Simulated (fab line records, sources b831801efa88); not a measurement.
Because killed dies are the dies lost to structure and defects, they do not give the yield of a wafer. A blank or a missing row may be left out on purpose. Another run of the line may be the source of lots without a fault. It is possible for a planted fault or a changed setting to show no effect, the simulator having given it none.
The tool behind it: which one? :: flow sky130 :: Sampling: 24 lots, 72 wafers, 5 of 708 route steps

## WHAT EACH GAUGE READ, for each wafer
SKY_SD_N_RS_MEAS_18: measurement is done with a four-point probe. Usual: for RES_XHIGH_RS the level is 339.8 ohm/sq and the standard deviation is 1.5.
lot: L074
measured: day 27 17:58
on: film_metro-03
RES_XHIGH_RS (ohm/sq): 340.3 340.4 339.5
flag: 

lot: L075
measured: day 28 03:48
on: film_metro-02
RES_XHIGH_RS (ohm/sq): 339.9 339.6 339.3
flag: 

lot: L076
measured: day 28 08:04
on: film_metro-03
RES_XHIGH_RS (ohm/sq): 343.2 344.6 343.6
flag: 

lot: L077
measured: day 28 21:49
on: film_metro-01
RES_XHIGH_RS (ohm/sq): 340.6 340.4 339.5
flag: 

lot: L078
measured: day 29 07:19
on: film_metro-01
RES_XHIGH_RS (ohm/sq): 339.2 340.0 340.9
flag: 

lot: L079
measured: day 29 09:39
on: film_metro-02
RES_XHIGH_RS (ohm/sq): 340.0 340.1 339.6
flag: 

lot: L080
measured: day 30 02:25
on: film_metro-03
RES_XHIGH_RS (ohm/sq): 340.9 340.9 341.5
flag: 

lot: L081
measured: day 30 10:35
on: film_metro-03
RES_XHIGH_RS (ohm/sq): 342.1 340.7 341.4
flag: 

lot: L082
measured: day 30 16:31
on: film_metro-02
RES_XHIGH_RS (ohm/sq): 340.3 339.6 339.4
flag: 

lot: L083
measured: day 31 00:39
on: film_metro-03
RES_XHIGH_RS (ohm/sq): 339.6 340.5 340.1
flag: 

lot: L084
measured: day 31 08:31
on: film_metro-03
RES_XHIGH_RS (ohm/sq): 338.7 339.1 339.3
flag: 

lot: L085
measured: day 31 17:39
on: film_metro-01
RES_XHIGH_RS (ohm/sq): 339.2 338.1 338.6
flag: 

lot: L086
measured: day 32 02:44
on: film_metro-01
RES_XHIGH_RS (ohm/sq): 339.9 340.7 340.6
flag: 

lot: L087
measured: day 32 16:21
on: film_metro-01
RES_XHIGH_RS (ohm/sq): 340.8 340.3 340.1
flag: 

lot: L089
measured: day 32 21:38
on: film_metro-01
RES_XHIGH_RS (ohm/sq): 340.6 339.6 343.0
flag: 

lot: L088
measured: day 32 23:23
on: film_metro-02
RES_XHIGH_RS (ohm/sq): 337.7 337.3 338.3
flag: 

lot: L091
measured: day 33 16:48
on: film_metro-02
RES_XHIGH_RS (ohm/sq): 339.5 339.5 340.6
flag: 

lot: L092
measured: day 33 18:59
on: film_metro-01
RES_XHIGH_RS (ohm/sq): 338.0 338.5 339.6
flag: 

lot: L090
measured: day 33 19:37
on: film_metro-02
RES_XHIGH_RS (ohm/sq): 337.0 337.3 337.8
flag: 

lot: L093
measured: day 34 01:59
on: film_metro-01
RES_XHIGH_RS (ohm/sq): 338.7 339.6 338.9
flag: 

lot: L094
measured: day 34 09:22
on: film_metro-03
RES_XHIGH_RS (ohm/sq): 339.1 341.4 339.0
flag: 

lot: L095
measured: day 34 19:22
on: film_metro-02
RES_XHIGH_RS (ohm/sq): 337.5 338.4 336.2
flag: 

lot: L096
measured: day 34 22:10
on: film_metro-01
RES_XHIGH_RS (ohm/sq): 338.7 340.0 340.3
flag: 

lot: L097
measured: day 35 06:32
on: film_metro-03
RES_XHIGH_RS (ohm/sq): 341.0 341.1 343.2
flag: 

SKY_LI_CONTACT_CD_MEAS_12 targets a cd of 170 nm. Usual: cd_nm at 169.9 nm, with a standard deviation of 1.6.
lot: L074
measured: day 28 22:14
on: cd_sem-01
cd_nm (nm): 169.6 169.6 170.3
flag: 

lot: L075
measured: day 29 07:55
on: cd_sem-01
cd_nm (nm): 172.4 172.3 172.5
flag: 

lot: L076
measured: day 29 12:10
on: cd_sem-01
cd_nm (nm): 173.0 172.0 172.8
flag: 

lot: L077
measured: day 30 02:38
on: cd_sem-01
cd_nm (nm): 166.2 169.8 168.2
flag: 

lot: L078
measured: day 30 11:53
on: cd_sem-01
cd_nm (nm): 170.4 170.3 170.1
flag: 

lot: L079
measured: day 30 13:52
on: cd_sem-02
cd_nm (nm): 169.6 170.7 170.5
flag: 

lot: L080
measured: day 31 06:22
on: cd_sem-01
cd_nm (nm): 172.3 172.5 170.9
flag: 

lot: L081
measured: day 31 14:19
on: cd_sem-01
cd_nm (nm): 167.7 168.0 168.2
flag: 

lot: L082
measured: day 31 20:02
on: cd_sem-01
cd_nm (nm): 169.6 170.2 169.6
flag: 

lot: L083
measured: day 32 04:01
on: cd_sem-01
cd_nm (nm): 171.4 170.3 170.7
flag: 

lot: L084
measured: day 32 12:27
on: cd_sem-02
cd_nm (nm): 170.0 171.2 167.8
flag: 

lot: L085
measured: day 32 21:01
on: cd_sem-01
cd_nm (nm): 167.7 167.1 167.2
flag: 

lot: L086
measured: day 33 08:15
on: cd_sem-02
cd_nm (nm): 168.6 168.1 169.8
flag: 

lot: L087
measured: day 33 19:59
on: cd_sem-02
cd_nm (nm): 169.4 167.8 168.9
flag: 

lot: L089
measured: day 34 00:46
on: cd_sem-01
cd_nm (nm): 168.2 167.9 168.1
flag: 

lot: L088
measured: day 34 02:04
on: cd_sem-01
cd_nm (nm): 169.1 169.1 169.5
flag: 

lot: L091
measured: day 34 19:40
on: cd_sem-02
cd_nm (nm): 169.2 167.4 170.0
flag: 

lot: L092
measured: day 34 22:02
on: cd_sem-02
cd_nm (nm): 168.4 168.7 169.6
flag: 

lot: L090
measured: day 34 22:24
on: cd_sem-02
cd_nm (nm): 171.1 169.8 171.1
flag: 

lot: L093
measured: day 35 05:20
on: cd_sem-01
cd_nm (nm): 172.8 170.3 172.0
flag: 

lot: L094
measured: day 35 11:59
on: cd_sem-02
cd_nm (nm): 171.6 169.4 171.6
flag: 

lot: L095
measured: day 35 22:31
on: cd_sem-02
cd_nm (nm): 168.9 169.7 168.1
flag: 

lot: L096
measured: day 36 01:08
on: cd_sem-01
cd_nm (nm): 170.8 170.0 169.7
flag: 

lot: L097
measured: day 36 09:23
on: cd_sem-02
cd_nm (nm): 171.7 170.6 172.4
flag: 

SKY_LOCAL_INTERCONNECT_OVL_MEAS_12. Usual: for LOCAL_INTERCONNECT_OVL the level is 1 nm and the standard deviation is 4.6.
lot: L074
measured: day 30 03:36
on: overlay-02
LOCAL_INTERCONNECT_OVL (nm): 1 1 6
flag: 

lot: L075
measured: day 30 13:35
on: overlay-02
LOCAL_INTERCONNECT_OVL (nm): -2 -4 -1
flag: 

lot: L076
measured: day 30 17:27
on: overlay-01
LOCAL_INTERCONNECT_OVL (nm): 1 -7 -1
flag: 

lot: L077
measured: day 31 07:26
on: overlay-01
LOCAL_INTERCONNECT_OVL (nm): -10 0 -11
flag: 

lot: L078
measured: day 31 17:06
on: overlay-01
LOCAL_INTERCONNECT_OVL (nm): 3 5 -1
flag: 

lot: L079
measured: day 31 18:23
on: overlay-01
LOCAL_INTERCONNECT_OVL (nm): -4 2 4
flag: 

lot: L080
measured: day 32 10:53
on: overlay-02
LOCAL_INTERCONNECT_OVL (nm): 2 -5 5
flag: 

lot: L081
measured: day 32 18:41
on: overlay-02
LOCAL_INTERCONNECT_OVL (nm): 5 2 0
flag: 

lot: L082
measured: day 33 00:42
on: overlay-01
LOCAL_INTERCONNECT_OVL (nm): -2 -10 -1
flag: 

lot: L083
measured: day 33 08:56
on: overlay-02
LOCAL_INTERCONNECT_OVL (nm): -4 -4 -4
flag: 

lot: L084
measured: day 33 16:45
on: overlay-02
LOCAL_INTERCONNECT_OVL (nm): -5 -8 -6
flag: 

lot: L085
measured: day 34 01:20
on: overlay-01
LOCAL_INTERCONNECT_OVL (nm): 4 3 0
flag: 

lot: L086
measured: day 34 12:08
on: overlay-02
LOCAL_INTERCONNECT_OVL (nm): -3 -6 -4
flag: 

lot: L087
measured: day 34 23:10
on: overlay-01
LOCAL_INTERCONNECT_OVL (nm): 7 5 13
flag: 

lot: L089
measured: day 35 04:23
on: overlay-02
LOCAL_INTERCONNECT_OVL (nm): 0 1 -2
flag: 

lot: L088
measured: day 35 06:01
on: overlay-02
LOCAL_INTERCONNECT_OVL (nm): 1 -1 -1
flag: 

lot: L091
measured: day 36 00:11
on: overlay-02
LOCAL_INTERCONNECT_OVL (nm): 3 1 8
flag: 

lot: L092
measured: day 36 01:57
on: overlay-02
LOCAL_INTERCONNECT_OVL (nm): 3 2 4
flag: 

lot: L090
measured: day 36 02:36
on: overlay-01
LOCAL_INTERCONNECT_OVL (nm): 4 6 2
flag: 

lot: L093
measured: day 36 09:24
on: overlay-02
LOCAL_INTERCONNECT_OVL (nm): -1 3 5
flag: 

lot: L094
measured: day 36 15:47
on: overlay-01
LOCAL_INTERCONNECT_OVL (nm): 1 0 -2
flag: 

lot: L095
measured: day 37 02:17
on: overlay-02
LOCAL_INTERCONNECT_OVL (nm): 2 6 1
flag: 

lot: L096
measured: day 37 05:12
on: overlay-02
LOCAL_INTERCONNECT_OVL (nm): 7 4 3
flag: 

lot: L097
measured: day 37 13:06
on: overlay-01
LOCAL_INTERCONNECT_OVL (nm): 6 6 2
flag: 

SKY_METAL1_OVL_MEAS_16. Usual: for METAL1_OVL the level is -2 nm and the standard deviation is 5.5.
lot: L074
measured: day 32 13:15
on: overlay-02
METAL1_OVL (nm): 0 -1 8
flag: 

lot: L075
measured: day 32 23:03
on: overlay-02
METAL1_OVL (nm): -11 -17 -15
flag: 

lot: L076
measured: day 33 03:00
on: overlay-01
METAL1_OVL (nm): -1 2 -2
flag: 

lot: L077
measured: day 33 16:30
on: overlay-01
METAL1_OVL (nm): -5 -2 -3
flag: 

lot: L078
measured: day 34 01:24
on: overlay-01
METAL1_OVL (nm): 4 -4 -5
flag: 

lot: L079
measured: day 34 02:29
on: overlay-02
METAL1_OVL (nm): 3 6 2
flag: 

lot: L080
measured: day 34 19:03
on: overlay-01
METAL1_OVL (nm): -14 -8 -7
flag: 

lot: L081
measured: day 35 03:03
on: overlay-01
METAL1_OVL (nm): -1 -3 3
flag: 

lot: L082
measured: day 35 07:54
on: overlay-01
METAL1_OVL (nm): 8 10 3
flag: 

lot: L083
measured: day 35 17:56
on: overlay-01
METAL1_OVL (nm): -6 4 -7
flag: 

lot: L084
measured: day 36 00:48
on: overlay-01
METAL1_OVL (nm): 0 -8 1
flag: 

lot: L085
measured: day 36 09:20
on: overlay-01
METAL1_OVL (nm): 3 -2 8
flag: 

lot: L086
measured: day 36 19:44
on: overlay-02
METAL1_OVL (nm): -2 -4 -1
flag: 

lot: L087
measured: day 37 07:52
on: overlay-02
METAL1_OVL (nm): 3 1 -4
flag: 

lot: L089
measured: day 37 12:06
on: overlay-02
METAL1_OVL (nm): -4 -6 -1
flag: 

lot: L088
measured: day 37 14:04
on: overlay-01
METAL1_OVL (nm): -14 -10 -10
flag: 

lot: L091
measured: day 38 07:36
on: overlay-01
METAL1_OVL (nm): 4 -8 -18
flag: 

lot: L092
measured: day 38 10:05
on: overlay-02
METAL1_OVL (nm): -7 -8 0
flag: 

lot: L090
measured: day 38 11:03
on: overlay-02
METAL1_OVL (nm): 4 -3 2
flag: 

lot: L093
measured: day 38 16:57
on: overlay-01
METAL1_OVL (nm): 2 3 -1
flag: 

lot: L094
measured: day 39 00:02
on: overlay-02
METAL1_OVL (nm): 5 6 -4
flag: 

lot: L095
measured: day 39 09:54
on: overlay-02
METAL1_OVL (nm): 0 -9 -2
flag: 

lot: L096
measured: day 39 11:51
on: overlay-02
METAL1_OVL (nm): -5 -1 1
flag: 

lot: L097
measured: day 39 19:50
on: overlay-01
METAL1_OVL (nm): 1 -7 1
flag: 

## WHAT TOOL EACH LOT RAN ON (gives the tool, then ch and the chambers of the sampled wafers, and finally the start)
lot: L074
SKY_LOCAL_INTERCONNECT_ETCH_13: rie_metal-02 ch 0,1, day 30 03:38

lot: L075
SKY_LOCAL_INTERCONNECT_ETCH_13: rie_metal-01 ch 0,1, day 30 13:38

lot: L076
SKY_LOCAL_INTERCONNECT_ETCH_13: rie_metal-03 ch 0,1, day 30 17:29

lot: L077
SKY_LOCAL_INTERCONNECT_ETCH_13: rie_metal-03 ch 0,1, day 31 07:28

lot: L078
SKY_LOCAL_INTERCONNECT_ETCH_13: rie_metal-02 ch 0,1, day 31 17:08

lot: L079
SKY_LOCAL_INTERCONNECT_ETCH_13: rie_metal-03 ch 0, day 31 18:25

lot: L080
SKY_LOCAL_INTERCONNECT_ETCH_13: rie_metal-01 ch 0,1, day 32 10:56

lot: L081
SKY_LOCAL_INTERCONNECT_ETCH_13: rie_metal-03 ch 0,1, day 32 18:43

lot: L082
SKY_LOCAL_INTERCONNECT_ETCH_13: rie_metal-02 ch 0, day 33 00:47

lot: L083
SKY_LOCAL_INTERCONNECT_ETCH_13: rie_metal-03 ch 0,1, day 33 08:59

lot: L084
SKY_LOCAL_INTERCONNECT_ETCH_13: rie_metal-03 ch 0,1, day 33 16:47

lot: L085
SKY_LOCAL_INTERCONNECT_ETCH_13: rie_metal-02 ch 0,1, day 34 01:22

lot: L086
SKY_LOCAL_INTERCONNECT_ETCH_13: rie_metal-03 ch 0,1, day 34 12:10

lot: L087
SKY_LOCAL_INTERCONNECT_ETCH_13: rie_metal-02 ch 0, day 34 23:14

lot: L089
SKY_LOCAL_INTERCONNECT_ETCH_13: rie_metal-02 ch 0, day 35 04:26

lot: L088
SKY_LOCAL_INTERCONNECT_ETCH_13: rie_metal-01 ch 0,1, day 35 06:03

lot: L091
SKY_LOCAL_INTERCONNECT_ETCH_13: rie_metal-01 ch 0, day 36 00:14

lot: L092
SKY_LOCAL_INTERCONNECT_ETCH_13: rie_metal-02 ch 0,1, day 36 01:59

lot: L090
SKY_LOCAL_INTERCONNECT_ETCH_13: rie_metal-01 ch 0, day 36 02:39

lot: L093
SKY_LOCAL_INTERCONNECT_ETCH_13: rie_metal-02 ch 0,1, day 36 09:26

lot: L094
SKY_LOCAL_INTERCONNECT_ETCH_13: rie_metal-01 ch 0, day 36 15:50

lot: L095
SKY_LOCAL_INTERCONNECT_ETCH_13: rie_metal-03 ch 0,1, day 37 02:19

lot: L096
SKY_LOCAL_INTERCONNECT_ETCH_13: rie_metal-03 ch 0,1, day 37 05:14

lot: L097
SKY_LOCAL_INTERCONNECT_ETCH_13: rie_metal-03 ch 0,1, day 37 13:08
- SKY_LOCAL_INTERCONNECT_ETCH_13: etches BARC in N2/H2, stops on SiO2, time 45.9 s, target depth 60 nm.

## WHAT THE TOOLS THEMSELVES READ (means of the sampled wafers that have a number; where no wafer has one, the mark that the record gives instead)
SKY_LOCAL_INTERCONNECT_ETCH_13. Usual: drypump_motor_current_A 5.84 A, standard deviation 0.072; oes_product_au 0.855 a.u., standard deviation 0.0044; throttle_valve_pct 13.224 %, standard deviation 0.0099.
lot: L074
tool: rie_metal-02
drypump_motor_current_A (A): 5.77
oes_product_au (a.u.): 0.855
throttle_valve_pct (%): 13.230
flag: 

lot: L075
tool: rie_metal-01
drypump_motor_current_A (A): 5.77
oes_product_au (a.u.): 0.853
throttle_valve_pct (%): 13.230
flag: 

lot: L076
tool: rie_metal-03
drypump_motor_current_A (A): 5.91
oes_product_au (a.u.): 0.848
throttle_valve_pct (%): 13.228
flag: 

lot: L077
tool: rie_metal-03
drypump_motor_current_A (A): 5.88
oes_product_au (a.u.): 0.861
throttle_valve_pct (%): 13.228
flag: 

lot: L078
tool: rie_metal-02
drypump_motor_current_A (A): 5.79
oes_product_au (a.u.): 0.853
throttle_valve_pct (%): 13.227
flag: 

lot: L079
tool: rie_metal-03
drypump_motor_current_A (A): 5.93
oes_product_au (a.u.): 0.857
throttle_valve_pct (%): 13.230
flag: 

lot: L080
tool: rie_metal-01
drypump_motor_current_A (A): 5.81
oes_product_au (a.u.): 0.855
throttle_valve_pct (%): 13.231
flag: 

lot: L081
tool: rie_metal-03
drypump_motor_current_A (A): 5.91
oes_product_au (a.u.): 0.855
throttle_valve_pct (%): 13.229
flag: 

lot: L082
tool: rie_metal-02
drypump_motor_current_A (A): 5.90
oes_product_au (a.u.): 0.858
throttle_valve_pct (%): 13.215
flag: 

lot: L083
tool: rie_metal-03
drypump_motor_current_A (A): 5.90
oes_product_au (a.u.): 0.852
throttle_valve_pct (%): 13.220
flag: 

lot: L084
tool: rie_metal-03
drypump_motor_current_A (A): 5.91
oes_product_au (a.u.): 0.860
throttle_valve_pct (%): 13.227
flag: 

lot: L085
tool: rie_metal-02
drypump_motor_current_A (A): 5.77
oes_product_au (a.u.): 0.856
throttle_valve_pct (%): 13.230
flag: 

lot: L086
tool: rie_metal-03
drypump_motor_current_A (A): 5.87
oes_product_au (a.u.): 0.860
throttle_valve_pct (%): 13.220
flag: 

lot: L087
tool: rie_metal-02
drypump_motor_current_A (A): 5.89
oes_product_au (a.u.): 0.855
throttle_valve_pct (%): 13.221
flag: 

lot: L089
tool: rie_metal-02
drypump_motor_current_A (A): 5.88
oes_product_au (a.u.): 0.850
throttle_valve_pct (%): 13.217
flag: 

lot: L088
tool: rie_metal-01
drypump_motor_current_A (A): 5.78
oes_product_au (a.u.): 0.856
throttle_valve_pct (%): 13.222
flag: 

lot: L091
tool: rie_metal-01
drypump_motor_current_A (A): 5.77
oes_product_au (a.u.): 0.855
throttle_valve_pct (%): 13.230
flag: 

lot: L092
tool: rie_metal-02
drypump_motor_current_A (A): 5.83
oes_product_au (a.u.): 0.855
throttle_valve_pct (%): 13.222
flag: 

lot: L090
tool: rie_metal-01
drypump_motor_current_A (A): 5.77
oes_product_au (a.u.): 0.855
throttle_valve_pct (%): 13.233
flag: 

lot: L093
tool: rie_metal-02
drypump_motor_current_A (A): 5.84
oes_product_au (a.u.): 0.858
throttle_valve_pct (%): 13.230
flag: 

lot: L094
tool: rie_metal-01
drypump_motor_current_A (A): 5.75
oes_product_au (a.u.): 0.856
throttle_valve_pct (%): 13.229
flag: 

lot: L095
tool: rie_metal-03
drypump_motor_current_A (A): 5.87
oes_product_au (a.u.): 0.853
throttle_valve_pct (%): 13.223
flag: 

lot: L096
tool: rie_metal-03
drypump_motor_current_A (A): 5.86
oes_product_au (a.u.): 0.859
throttle_valve_pct (%): 13.221
flag: 

lot: L097
tool: rie_metal-03
drypump_motor_current_A (A): 5.89
oes_product_au (a.u.): 0.853
throttle_valve_pct (%): 13.220
flag: 

## THE ANSWER, worked out from the rows above alone
Rule: a lot counts as off when the mean over its wafers that have a number is more than 3 standard deviations away from the usual mean. Also off: a lot with no number at a reading for which 4 or more lots have one. Any other lot the step has rows for is counted as sound. After the gauges, taken in route order, come the tools' own readings; for these a lot's mean is taken, as printed above. The first step at which some lot is off is used, and at that step the reading that is off furthest; a lot without a number counts as furthest.
Nothing can be told from this: no lot is off at any reading shown.

## WHAT THE SIMULATOR PUT IN
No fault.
